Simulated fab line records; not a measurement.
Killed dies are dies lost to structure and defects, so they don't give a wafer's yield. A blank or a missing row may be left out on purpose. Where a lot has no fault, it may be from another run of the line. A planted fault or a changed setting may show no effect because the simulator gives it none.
Matching of chambers    flow gf180mcu    3 sister chambers for GF_STI_ETCH_13 on rie diel-02
The step etches the open film in CHF3/O2, stops on Si, target depth 282.31 nm, time 112.9 s. 6 wafers are shown with their chamber, then 3 later ones without.

EACH WAFER AND ITS CHAMBER
wafer   chamber  drypump motor current A (A)  throttle valve pct (%)
L926.3  3        5.2                          8.806
L926.5  3        5.2                          8.797
L929.3  0        6.4                          8.816
L929.6  2        5.7                          8.801
L932.1  0        6.4                          8.810
L932.5  2        5.6                          8.819

WAFERS WITH NO CHAMBER GIVEN
wafer   drypump motor current A (A)  throttle valve pct (%)
L942.5  6.4                          8.821
L942.6  5.2                          8.813
L943.2  5.2                          8.806

EACH ONE'S CHAMBER
wafer   from the rows above  in truth
L942.5  0                    0
L942.6  3                    3
L943.2  3                    3
Correct placement for 3 of the 3. From these rows, 0 cannot be placed. Placed wrongly: 0.
How it was worked out, from the rows above alone: a wafer's distance from a chamber is the root of the sum, over the readings, of the square of ((its reading less the chamber's mean) divided by the reading's scatter). If the next closest chamber is less than 2 further off than the closest, the wafer can't be placed; otherwise it belongs to the closest. Each chamber's mean is taken over the wafers shown for it. The scatter: the root of (the sum of the squares of (reading less its chamber's mean) over the shown wafers, divided by (wafers less chambers)).
